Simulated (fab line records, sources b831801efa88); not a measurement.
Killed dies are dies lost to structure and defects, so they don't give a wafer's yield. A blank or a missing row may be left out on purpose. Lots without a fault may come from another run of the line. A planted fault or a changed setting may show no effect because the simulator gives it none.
Which tool did it? | flow sky130 | 11 lots, 32 wafers sampled, at 3 steps of a route of 708

WHAT THE GAUGES READ, wafer by wafer
SKY_NWELL_TW_MEAS_15.
lot  | measured     | on            | NWELL_TW
L682 | day 6 13:11  | film_metro-02 | 30 30 30 30 30 30
L684 | day 6 17:44  | film_metro-04 | 31 31 31 31 31 30
L683 | day 6 17:23  | film_metro-04 | 31 31 31 30 31 31
L687 | day 7 14:05  | film_metro-04 | 1845 1832 1848
L689 | day 8 01:59  | film_metro-03 | 1839 1835 1821
L691 | day 8 09:37  | film_metro-04 | 1831 1831 1826
L692 | day 8 16:42  | film_metro-02 | 1809 1808
L693 | day 9 13:48  | film_metro-02 | 1808 1809 1815
L694 | day 9 20:17  | film_metro-04 | 1835 1838 1833
L695 | day 9 21:47  | film_metro-03 | 1829 1830 1827
L697 | day 10 01:14 | film_metro-04 | 1841 1847 1855

WHICH TOOL RAN EACH LOT (tool, then ch and the chambers of the sampled wafers, then the start)
lot  | SKY_PWDE_STRIP_09                   | SKY_NWELL_STRIP_14
L682 | plasma_asher-02 ch 0,1, day 5 17:40 | plasma_asher-01 ch 0, day 6 13:05
L684 | plasma_asher-02 ch 0,1, day 5 22:58 | plasma_asher-01 ch 0,1, day 6 17:38
L683 | plasma_asher-04 ch 0,1, day 5 22:44 | plasma_asher-04 ch 0,1, day 6 17:17
L687 | plasma_asher-04 ch 0,1, day 6 18:41 | plasma_asher-04 ch 0,1, day 7 13:59
L689 | plasma_asher-04 ch 0,1, day 7 05:50 | plasma_asher-01 ch 0,1, day 8 01:52
L691 | plasma_asher-03 ch 0,1, day 7 13:22 | plasma_asher-04 ch 0,1, day 8 09:31
L692 | plasma_asher-04 ch 0,1, day 7 19:31 | plasma_asher-02 ch 0,1, day 8 16:36
L693 | plasma_asher-03 ch 0,1, day 8 16:16 | plasma_asher-02 ch 0,1, day 9 13:43
L694 | plasma_asher-02 ch 0,1, day 8 21:53 | plasma_asher-04 ch 0,1, day 9 20:10
L695 | plasma_asher-02 ch 0,1, day 9 00:25 | plasma_asher-02 ch 0,1, day 9 21:41
L697 | plasma_asher-02 ch 0,1, day 9 03:01 | plasma_asher-02 ch 0,1, day 10 01:09
- SKY_PWDE_STRIP_09: strips in O2/N2.
- SKY_NWELL_STRIP_14: strips in O2/N2.

THE ANSWER, worked out from the rows above alone
Rule: what is usual is taken from the lots themselves. Put in order of their means at a reading, lots are off if they are a third of the lots or fewer, leave a main group of 4 or more, and stand apart from it by a gap of 3 or more times the standard deviation of the main group's means; of several such gaps the widest counts. A main group whose means are all the same, to the digits that the tables above print for the reading, isn't used. A lot without any number at a reading at which 4 lots or more have one is off too. The other lots that the step has rows for count as sound.
Off: L682, L684, L683, at SKY_NWELL_TW_MEAS_15 (NWELL_TW). The main group: mean 1829, standard deviation 13.
A tool fits if, at a process step before that reading, it ran every lot that is off, and no sound lot after the first of them. The gauges at SKY_NWELL_TW_MEAS_15 are tried like those tools. None of those tried fits.

WHAT THE SIMULATOR HAD PUT IN
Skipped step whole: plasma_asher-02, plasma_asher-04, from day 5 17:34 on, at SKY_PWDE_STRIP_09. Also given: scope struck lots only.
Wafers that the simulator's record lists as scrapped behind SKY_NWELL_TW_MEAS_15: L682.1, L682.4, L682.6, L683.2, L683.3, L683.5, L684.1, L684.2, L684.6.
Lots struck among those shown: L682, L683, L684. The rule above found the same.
